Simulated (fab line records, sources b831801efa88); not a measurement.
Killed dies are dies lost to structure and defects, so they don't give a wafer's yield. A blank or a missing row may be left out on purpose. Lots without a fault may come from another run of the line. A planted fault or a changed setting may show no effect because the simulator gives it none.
Chamber matching | flow sky130 | SKY_FIELD_ISO_ETCH_17 on rie_si-02: 4 sister chambers
The step etches Si in HBr/Cl2/O2, target depth 342 nm, time 97.7 s. 18 wafers are shown with their chamber, then 9 later ones without.

WAFERS WITH THEIR CHAMBER
wafer  | chamber | drypump_motor_current_A (A) | oes_product_au (a.u.) | mfc_cl2_sccm (sccm)
L211.2 | 2       | 6.0                         | 1.004                 | 40.03
L211.3 | 3       | 5.7                         | 1.007                 | 39.93
L211.6 | 1       | 5.8                         | 0.988                 | 39.99
L212.1 | 2       | 5.9                         | 1.000                 | 39.78
L212.3 | 0       | 5.3                         | 0.995                 | 39.95
L212.6 | 1       | 5.8                         | 0.991                 | 40.02
L213.4 | 2       | 6.0                         | 0.999                 | 39.72
L213.5 | 3       | 5.7                         | 1.007                 | 39.72
L213.6 | 0       | 5.3                         | 0.990                 | 39.96
L224.2 | 0       | 5.3                         | 0.988                 | 40.02
L224.4 | 1       | 5.8                         | 1.001                 | 40.15
L224.6 | 2       | 5.9                         | 0.998                 | 40.02
L226.3 | 1       | 5.9                         | 0.996                 | 40.17
L226.4 | 0       | 5.3                         | 0.990                 | 39.96
L226.5 | 2       | 5.9                         | 1.003                 | 40.01
L228.4 | 2       | 5.9                         | 0.996                 | 40.03
L228.5 | 3       | 5.7                         | 1.005                 | 39.89
L228.6 | 2       | 5.9                         | 0.998                 | 39.89

SIGNATURES (means of the wafers above)
reading                 | chamber 0 | chamber 1 | chamber 2 | chamber 3 | scatter within a chamber
drypump_motor_current_A | 5.300     | 5.825     | 5.929     | 5.700     | 0.0394
oes_product_au          | 0.99075   | 0.99400   | 0.99971   | 1.00633   | 0.00355
mfc_cl2_sccm            | 39.9725   | 40.0825   | 39.9257   | 39.8467   | 0.105
Rule: a wafer's distance from a chamber is the root of the sum, over the readings, of the square of ((its reading less the chamber's mean) divided by the reading's scatter). The wafer belongs to the nearest chamber; if the next one is less than 2 further off, it can't be placed. The scatter: the root of (the sum of the squares of (reading less its chamber's mean) over the shown wafers, divided by (wafers less chambers)).

WAFERS WITHOUT THEIR CHAMBER
wafer  | drypump_motor_current_A (A) | oes_product_au (a.u.) | mfc_cl2_sccm (sccm)
L230.1 | 5.9                         | 1.003                 | 40.00
L230.3 | 5.3                         | 1.004                 | 40.26
L230.5 | 5.7                         | 0.997                 | 39.86
L232.2 | 5.7                         | 0.994                 | 40.23
L232.3 | 5.2                         | 0.989                 | 39.98
L232.5 | 5.7                         | 1.000                 | 40.34
L234.2 | 5.7                         | 1.007                 | 39.87
L234.3 | 6.0                         | 1.004                 | 39.65
L234.4 | 5.7                         | 1.016                 | 39.93

WHICH CHAMBER EACH WENT THROUGH
wafer  | from the rows above     | in truth
L230.1 | can't be placed: 2 or 1 | 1
L230.3 | 0                       | 0
L230.5 | can't be placed: 3 or 1 | 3
L232.2 | can't be placed: 1 or 3 | 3
L232.3 | 0                       | 0
L232.5 | can't be placed: 1 or 3 | 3
L234.2 | 3                       | 3
L234.3 | 2                       | 2
L234.4 | 3                       | 3
Placed correctly: 5 of 9. Can't be placed from these rows: 4 (the true chamber is among the candidates in 4). Placed wrongly: 0.
